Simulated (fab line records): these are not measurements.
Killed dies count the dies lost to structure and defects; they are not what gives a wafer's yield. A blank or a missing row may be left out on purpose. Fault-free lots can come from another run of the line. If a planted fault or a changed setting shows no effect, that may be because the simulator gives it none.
fab line records | flow sfqLine
[record] lots = 6 wafers = 18 lastDay = 86
route steps=325 shown M1@72 I1@73 M2@88
lots that met no fault: from a run of the same line without faults
startH: hours from the record's first day to the start of the lot's first wafer shown | waitH: hours from the lot's prior step to this one | " unchanged from the row above | L1.1+2: several wafers, shown together as one row | - no value, or no start was given | * or withheld: withheld | < > ~ a bound
route shown NAME@n: NAME is a module with steps in the file, n the number in the route of the first one | usual: the fault-free wafers' mean and standard deviation | same: alike in all rows | chamber/n: place in a boat | sites: readings site by site | _std_site: the values' standard deviation | _edge_site: the outer-site mean with the inner-site mean subtracted | radiusMm: how far each site lies from the wafer's centre | mask NAME#n: copy n | behind: the most recent tool/chamber to have shaped the wafer | hold: why the lot went on hold/how many hours it stayed there/how the hold came to an end | device: the n, p or np transistor that did not switch | end of line: at the end of the route, the tests of the same wafers | a step given without rows: its recipe and nothing more | killed: at the first sort, the dies lost to defects and structure; wafer yield is something else | map: a wafer's dies, x killed, . not, _ none there
set.NAME: setting as actually run; set.NAME@STEP: the setting as run at that earlier step | model.NAME: the simulator's own value behind a step, which no gauge read
a table for each step, a row for each wafer; lots at some steps of the route
services: from which hour (startH, from the record's first day; less than 0 if before it) a tool's chamber was out of use, for how many hours, and why
[[steps]]
[step SFQ_TRILAYER_M1_STRIP_SOLV_CLEAN_044]
[recipe] chemistry = NMP tempC = 70 timeS = 600
[step SFQ_TRILAYER_I1_DEP_PECVD_045]
[recipe] material = SiO2 tempC = 150 timeS = 111.11 pressureTorr = 2.4 rfW = 183.3 precursor = SiH4/N2O targetThkNm = 500
[usual] heaterPowerW = 90/16 throttleValvePct = 26.0/1.3
// columns lot.wafer tool chamber startH waitH heaterPowerW throttleValvePct
L967.1 pecvd-01 2 415.27 0.0 77 26.3
L967.3 " 1 " " 98 24.0
L967.5 " 1 " " 99 24.3
L970.3 pecvd-03 0 466.09 0.0 75 25.8
L970.5 " 2 " " 116 28.7
L970.6 " 0 " " 79 25.5
L975.1 pecvd-01 1 504.61 0.0 92 24.3
L975.2 " 2 " " 77 27.1
L975.6 " 1 " " 94 24.4
L976.2 pecvd-01 0 511.81 0.0 74 25.6
L976.4 " 0 " " 74 25.7
L976.5 " 1 " " 87 24.3
L982.2 pecvd-01 0 554.62 0.0 74 25.8
L982.5 " 1 " " 91 24.5
L982.6 " 2 " " 62 27.2
L985.1 pecvd-02 0 749.73 0.0 81 27.1
L985.5 " 0 " " 85 27.0
L985.6 " 2 " " 103 25.7
[step SFQ_TRILAYER_I1_CMP_CMP_046]
[recipe] material = SiO2 downForcePsi = 3 platenRpm = 60 padVelocityMS = 0.94248
[usual] motorCurrentA = 9.9/1.4 platenRpm = 60.00/0.044 timeToEndpointS = 217/7.2
// columns lot.wafer tool chamber startH waitH motorCurrentA platenRpm timeToEndpointS
L967.3 cmp-02 1 416.34 1.0 12.0 60.01 211
L967.1 " 2 " " 9.3 60.00 215
L967.5 " 3 " " 9.1 60.00 224
L970.3 cmp-02 2 466.17 0.0 9.0 59.99 216
L970.6 " 2 468.17 2.0 9.2 59.95 221
L970.5 " 3 " " 9.0 60.03 218
L975.1 cmp-01 1 507.37 2.7 10.1 60.06 216
L975.2 " 2 " " 8.1 59.95 213
L975.6 " 0 508.87 4.2 8.4 59.97 214
L976.4 cmp-02 0 514.17 2.3 9.7 60.06 205
L976.2 " 2 515.17 3.3 9.2 60.03 205
L976.5 " 0 516.17 4.3 11.1 59.98 217
L982.2 cmp-01 2 555.90 1.2 8.5 59.97 212
L982.5 " 1 557.40 2.7 10.2 59.93 217
L982.6 " 2 " " 8.3 59.96 216
L985.1 cmp-02 0 752.08 2.3 10.0 59.99 205
L985.5 " 1 " " 12.0 59.96 216
L985.6 " 2 " " 9.1 59.95 215
[step SFQ_I1_BOW_MEAS_912]
[recipe] mode = bow
[usual] I1_BOW = 1/8.1
// columns lot.wafer tool chamber startH waitH I1_BOW[um]
L967.1 filmMetro-02 - 418.34 1.0 -4
L967.3 " - " " -22
L967.5 " - " " 10
L970.3 filmMetro-02 - 469.21 2.5 7
L970.5 " - " " -4
L970.6 " - " " 5
L975.1 filmMetro-02 - 509.37 1.5 -14
L975.2 " - " " 4
L975.6 " - " " 16
L976.2 filmMetro-02 - 517.19 1.5 4
L976.4 " - " " 4
L976.5 " - " " -2
L982.2 filmMetro-01 - 558.42 2.0 -9
L982.5 " - " " -10
L982.6 " - " " -8
L985.1 filmMetro-01 - 753.58 1.0 0
L985.5 " - " " -10
L985.6 " - " " -9
[step SFQ_TRILAYER_I1_METRO_MEASURE_047]
[usual] thkNm = 200.5/0.98
// columns lot.wafer tool chamber startH waitH thkNm
L967.1 filmMetro-02 - 418.46 0.1 200.9
L967.3 " - " " 200.8
L967.5 " - " " 199.8
L970.3 filmMetro-02 - 469.69 0.5 200.4
L970.5 " - " " 200.0
L970.6 " - " " 200.1
L975.1 filmMetro-02 - 509.49 0.1 200.2
L975.2 " - " " 198.8
L975.6 " - " " 200.4
L976.2 filmMetro-02 - 517.49 0.3 200.2
L976.4 " - " " 199.5
L976.5 " - " " 199.9
L982.2 filmMetro-01 - 558.72 0.3 201.1
L982.5 " - " " 201.2
L982.6 " - " " 202.2
L985.1 filmMetro-01 - 753.70 0.1 201.5
L985.5 " - " " 200.6
L985.6 " - " " 200.9
[step SFQ_TRILAYER_I1_VIA_LITHO_COAT_054]
[recipe] resist = BARC spinRpm = 3000 resistThkNm = 62
[step SFQ_TRILAYER_I1_VIA_LITHO_COAT_049]
[recipe] resist = KrF spinRpm = 3000 resistThkNm = 650
[step SFQ_TRILAYER_I1_VIA_LITHO_SOFTBAKE_053]
[recipe] tempC = withheld timeS = withheld resist = KrF
[step SFQ_TRILAYER_I1_VIA_LITHO_EXPOSE_050]
[recipe] maskId = I1 na = 0.6 sourceShape = conventional sigmaOuter = 0.65 targetCdNm = 500 doseMj = 21.3
[step SFQ_TRILAYER_I1_VIA_LITHO_PEB_052]
[recipe] pebTempC = 115 pebTimeS = 60 resist = KrF
[step SFQ_TRILAYER_I1_VIA_LITHO_DEVELOP_051]
[recipe] timeS = 60 resist = KrF
[step SFQ_I1_OVL_MEAS_913]
[usual] I1_OVL = -2/5.2
// columns lot.wafer tool chamber startH waitH I1_OVL[nm]
L967.1 overlay-02 - 580.19 0.1 -1
L967.3 " - " " -1
L967.5 " - " " -2
L970.3 overlay-02 - 626.97 0.1 4
L970.5 " - " " 4
L970.6 " - " " 3
L975.1 overlay-01 - 662.20 0.1 -3
L975.2 " - " " -11
L975.6 " - " " -5
L976.2 overlay-02 - 669.41 0.1 -5
L976.4 " - " " -7
L976.5 " - " " -8
L982.2 overlay-02 - 712.74 0.1 -3
L982.5 " - " " -11
L982.6 " - " " -7
L985.1 overlay-02 - 769.40 0.1 4
L985.5 " - " " 4
L985.6 " - " " -4
[step SFQ_TRILAYER_I1_VIA_BARC_OPEN_VIA_ETCH_071]
[recipe] maskMaterial = PR chemistry = O2 targetDepthNm = 125 target = BARC sourceW = 500 biasW = 80 pressureMtorr = 30 timeS = 41.7
[usual] biasW = 80.03/0.25 chamberPressureMTorr = 29.998/0.027 drypumpMotorCurrentA = 5.8/0.51 oesProductAu = 0.686/0.0045
// columns lot.wafer tool chamber startH waitH biasW chamberPressureMTorr drypumpMotorCurrentA oesProductAu rfHoursCounterH model.KrF_of_TRILAYER_I1_VIA_LITHO_COAT_049.thkNm
L967.1 rieDiel-03 3 580.23 0.0 80.24 29.968 6.3 0.684 3 573.8
L967.3 " 2 " " 80.07 29.987 6.7 0.680 7 570.2
L967.5 " 3 " " 80.46 29.957 6.3 0.680 - 571.5
L970.3 rieDiel-03 1 627.00 0.0 80.38 30.001 5.2 0.679 7 571.7
L970.5 " 0 " " 80.09 29.959 6.1 0.685 - 570.5
L970.6 " 1 " " 80.02 30.029 5.2 0.687 - 574.5
L975.1 rieDiel-03 1 662.24 0.0 - - - - - 624
L975.2 " 0 " " - - - - - 622.5
L975.6 " 2 " " - - - - - 622.2
L976.2 rieDiel-01 3 669.44 0.0 - - - - - 626.2
L976.4 " 0 " " - - - - - 626.1
L976.5 " 3 " " - - - - - 625.8
L982.2 rieDiel-03 2 712.77 0.0 80.10 30.008 6.7 0.685 9 572.5
L982.5 " 0 " " 80.12 30.024 6.1 0.684 - 570.8
L982.6 " 1 " " 79.69 30.011 5.3 0.688 - 571.1
L985.1 rieDiel-03 1 769.44 0.0 80.14 30.034 5.2 0.688 9 575.4
L985.5 " 0 " " 79.80 30.004 6.1 0.694 - 575.1
L985.6 " 1 " " 80.40 30.012 5.2 0.687 - 577.5
[step SFQ_TRILAYER_I1_VIA_ETCH_VIA_ETCH_052]
[recipe] target = SiO2 stopOn = Nb maskMaterial = PR taperDeg = 20 chemistry = CHF3 targetDepthNm = 260 sourceW = 500 biasW = 80 pressureMtorr = 30 timeS = withheld
[usual] biasW = 80.01/0.25 chamberPressureMTorr = 29.998/0.03 drypumpMotorCurrentA = 5.8/0.51 oesProductAu = 0.856/0.0053
// columns lot.wafer tool chamber startH waitH biasW chamberPressureMTorr drypumpMotorCurrentA oesProductAu model.KrF_of_TRILAYER_I1_VIA_LITHO_COAT_049.thkNm
L967.1 rieDiel-03 3 580.27 0.0 80.11 29.975 6.3 0.865 528.9
L967.3 " 2 " " 80.30 30.070 6.7 0.864 523.6
L967.5 " 3 " " 79.87 29.992 6.3 0.856 526.3
L970.3 rieDiel-03 1 627.04 0.0 79.94 29.980 5.2 0.856 528
L970.5 " 0 " " 80.20 30.040 6.1 0.848 525.4
L970.6 " 1 " " 79.63 30.032 5.3 0.851 531.2
L975.1 rieDiel-03 1 662.28 0.0 79.52 30.067 5.3 0.382 579.9
L975.2 " 0 " " 79.40 30.004 6.1 0.382 577.8
L975.6 " 2 " " 80.36 29.974 6.7 0.374 576
L976.2 rieDiel-01 3 669.48 0.0 80.15 29.963 5.2 0.376 581
L976.4 " 0 " " 80.29 30.054 5.8 0.378 580.9
L976.5 " 3 " " 79.86 29.980 5.2 0.373 581.3
L982.2 rieDiel-03 2 712.81 0.0 79.69 30.063 6.7 0.862 526.6
L982.5 " 0 " " 80.10 30.019 6.1 0.860 526.1
L982.6 " 1 " " 79.86 29.983 5.2 0.860 526.6
L985.1 rieDiel-03 1 769.48 0.0 80.03 29.982 5.2 0.857 531.8
L985.5 " 0 " " 80.09 30.007 6.1 0.847 530.3
L985.6 " 1 " " 79.94 29.950 5.2 0.853 534.2
[step SFQ_TRILAYER_I1_VIA_STRIP_STRIP_053]
[recipe] gas = O2 powerW = 200 platenTempC = 40 overashFraction = 0.65 chemistry = O2 pressureMtorr = 50
[usual] drypumpMotorCurrentA = 5.9/0.39 oesProductAu = 0.999/0.0095 platenTempC = 40.01/0.1
// columns lot.wafer tool chamber startH waitH drypumpMotorCurrentA oesProductAu platenTempC rfHoursCounterH
L967.1 rieMetal-01 0 580.38 - 6.1 1.010 40.15 27
L967.3 " 0 " " 6.1 1.024 40.06 -
L967.5 " 0 " " 6.1 1.016 40.04 -
L970.3 rieMetal-01 1 627.55 - 6.3 0.991 40.00 -
L970.5 " 1 " " 6.3 0.993 40.10 -
L970.6 " 1 " " 6.3 0.998 40.02 -
L975.1 rieMetal-03 0 662.39 - 5.9 0.992 39.91 35
L975.2 " 1 " " 5.9 1.000 40.01 101
L975.6 " 1 " " 6.0 1.002 40.07 -
L976.2 rieMetal-01 0 669.59 - 6.1 1.012 39.99 38
L976.4 " 0 " " 6.1 0.999 40.08 -
L976.5 " 1 " " 6.3 0.992 40.07 -
L982.2 rieMetal-01 1 712.92 - 6.3 0.992 40.10 91
L982.5 " 1 " " 6.3 0.992 39.84 -
L982.6 " 0 " " 6.1 1.004 40.05 -
L985.1 rieMetal-01 0 769.59 - 6.1 1.008 40.00 52
L985.5 " 1 " " 6.3 1.000 40.19 -
L985.6 " 0 " " 6.1 1.009 39.93 -
[step SFQ_TRILAYER_I1_VIA_STRIP_SOLV_CLEAN_054]
[recipe] chemistry = NMP tempC = 70 timeS = 600
[step SFQ_TRILAYER_M2_DEP_PRE_CLEAN_056]
[recipe] gas = Ar timeS = 22.5 biasV = 250
[step SFQ_TRILAYER_M2_DEP_SPUTTER_055]
[recipe] material = Nb basePressurePa = 1.33e-06 chamberPressurePa = 0.1333 substrateTempC = 20 resputterCathodeVoltageV = 400 targetThkNm = 200 powerW = 2000 timeS = 133.3
[usual] cathodeDcPowerW = 2000.0/0.33 throttleValvePct = 29.8/1.2
// columns lot.wafer tool chamber startH waitH cathodeDcPowerW throttleValvePct
L967.1 pvdSputter-06 - 581.19 0.0 2000.0 30.5
L967.3 " - " " 2000.4 29.9
L967.5 " - " " 2000.1 30.3
L970.3 pvdSputter-03 - 628.55 0.0 1999.5 29.1
L970.5 " - " " 2000.3 28.9
L970.6 " - " " 1999.1 30.0
L975.1 pvdSputter-03 - 663.20 0.0 1999.6 29.1
L975.2 " - " " 1999.9 28.6
L975.6 " - " " 2000.2 28.4
L976.2 pvdSputter-05 - 670.40 0.0 1999.8 29.4
L976.4 " - " " 2000.2 30.5
L976.5 " - " " 1999.9 29.0
L982.2 pvdSputter-05 - 713.72 0.0 2000.8 30.4
L982.5 " - " " 1999.7 31.9
L982.6 " - " " 2000.3 31.4
L985.1 pvdSputter-06 - 770.41 0.0 1999.5 30.0
L985.5 " - " " 2000.1 27.1
L985.6 " - " " 2000.1 30.0
[step SFQ_M2_RS_MEAS_914]
[recipe] thkMeasGauge = four-point-probe reads = Nb_of_TRILAYER_M2_DEP_SPUTTER_055
[usual] M2_NB_RS = 0.885/0.012
// columns lot.wafer tool chamber startH waitH M2_NB_RS[ohm/sq]
L967.1 filmMetro-04 - 581.28 0.0 0.906
L967.3 " - " " 0.888
L967.5 " - " " 0.884
L970.3 filmMetro-04 - 628.68 0.1 0.876
L970.5 " - " " 0.888
L970.6 " - " " 0.871
L975.1 filmMetro-02 - 663.29 0.0 0.894
L975.2 " - " " 0.895
L975.6 " - " " 0.885
L976.2 filmMetro-02 - 670.51 0.1 0.865
L976.4 " - " " 0.868
L976.5 " - " " 0.870
L982.2 filmMetro-04 - 713.83 0.1 0.884
L982.5 " - " " 0.865
L982.6 " - " " 0.887
L985.1 filmMetro-03 - 770.50 0.0 0.893
L985.5 " - " " 0.903
L985.6 " - " " 0.893
[step SFQ_TRILAYER_M2_LITHO_COAT_062]
[recipe] resist = BARC spinRpm = 3000 resistThkNm = 62
[step SFQ_TRILAYER_M2_LITHO_COAT_057]
[recipe] resist = KrF spinRpm = 3000 resistThkNm = 600
[step SFQ_TRILAYER_M2_LITHO_SOFTBAKE_061]
[recipe] tempC = withheld timeS = withheld resist = KrF
[step SFQ_TRILAYER_M2_LITHO_EXPOSE_058]
[recipe] maskId = M2 na = 0.6 sourceShape = conventional sigmaOuter = 0.65 targetCdNm = 500 doseMj = 14.4
[usual] exposureDoseMJCm2 = 14.401/0.017 focusOffsetNm = 0.0/0.5
// columns lot.wafer tool chamber startH waitH mask exposureDoseMJCm2 focusOffsetNm
L967.1 krfScanner-02 0 734.03 - M2#0 14.399 0.5
L967.3 " 0 " " M2#0 14.390 -0.3
L967.5 " 0 " " M2#0 14.407 -0.4
L970.3 krfScanner-02 0 772.48 - M2#0 14.429 0.2
L970.5 " 0 " " M2#0 14.409 -0.5
L970.6 " 0 " " M2#0 14.415 -0.5
L975.1 krfScanner-02 - 805.68 - M2#0 - -
L975.2 " - " " M2#0 - -
L975.6 " - " " M2#0 - -
L976.2 krfScanner-02 - 813.09 - M2#0 - -
L976.4 " - " " M2#0 - -
L976.5 " - " " M2#0 - -
L982.2 krfScanner-01 0 858.50 - M2#0 14.426 0.0
L982.5 " 0 " " M2#0 14.416 -0.4
L982.6 " 0 " " M2#0 14.422 -0.3
L985.1 krfScanner-02 0 906.05 - M2#0 14.400 0.1
L985.5 " 0 " " M2#0 14.402 0.2
L985.6 " 0 " " M2#0 14.408 -0.3
[step SFQ_TRILAYER_M2_LITHO_PEB_060]
[recipe] pebTempC = 115 pebTimeS = 60 resist = KrF
[[services]]
// columns tool chamber startH hours kind
krfScanner-02 - 396.03 2.3 repair
rieDiel-03 3 419.54 6.2 repair
krfScanner-02 - 421.17 4.0 pm
krfScanner-02 - 487.59 1.0 pm
krfScanner-02 - 495.92 1.3 pm
rieDiel-03 - 503.38 2.0 repair
krfScanner-02 - 526.44 0.8 pm
krfScanner-02 - 526.77 2.5 repair
rieDiel-03 - 530.22 0.2 repair
rieDiel-03 - 535.03 3.5 repair
rieMetal-01 0 539.90 1.3 repair
rieDiel-03 2 543.05 9.7 repair
krfScanner-02 - 556.61 1.0 repair
rieDiel-03 3 575.01 5.2 repair
rieDiel-03 3 609.30 2.2 repair
rieMetal-01 - 612.07 4.3 pm
rieMetal-01 0 625.75 7.0 repair
krfScanner-02 - 656.66 1.0 pm
krfScanner-02 - 667.71 5.1 repair
krfScanner-02 - 672.86 1.3 pm
rieDiel-03 - 790.46 0.1 repair
rieDiel-03 1 804.84 3.2 repair
rieDiel-03 - 811.03 2.8 pm
rieDiel-03 3 820.76 11.3 repair
[[key]]
[firstSign] step = SFQ_TRILAYER_I1_VIA_BARC_OPEN_VIA_ETCH_071 reading = toolRecord direction = missing
[effect] step = SFQ_TRILAYER_I1_VIA_ETCH_VIA_ETCH_052 reading = oesProductAu direction = down sigmas = 90 usual = 0.856 struck = 0.377
[effect] step = SFQ_TRILAYER_M2_LITHO_EXPOSE_058 reading = toolRecord direction = missing
[modelEffect] step = SFQ_TRILAYER_I1_VIA_BARC_OPEN_VIA_ETCH_071 value = KrF_of_TRILAYER_I1_VIA_LITHO_COAT_049.thkNm without = 572.5 struck = 624.5
[modelEffect] step = SFQ_TRILAYER_I1_VIA_ETCH_VIA_ETCH_052 value = KrF_of_TRILAYER_I1_VIA_LITHO_COAT_049.thkNm without = 527.5 struck = 579.5
metAt SFQ_TRILAYER_I1_VIA_BARC_OPEN_VIA_ETCH_071
struckWafers L975.1,L975.2,L975.6,L976.2,L976.4,L976.5
onsetBetween 627.00 662.24
[fault] kind = skippedStepWhole tool = rieDiel-01,rieDiel-03 chamber = - onsetH = 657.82 steps = SFQ_TRILAYER_I1_VIA_BARC_OPEN_VIA_ETCH_071 scope = struckLotsOnly
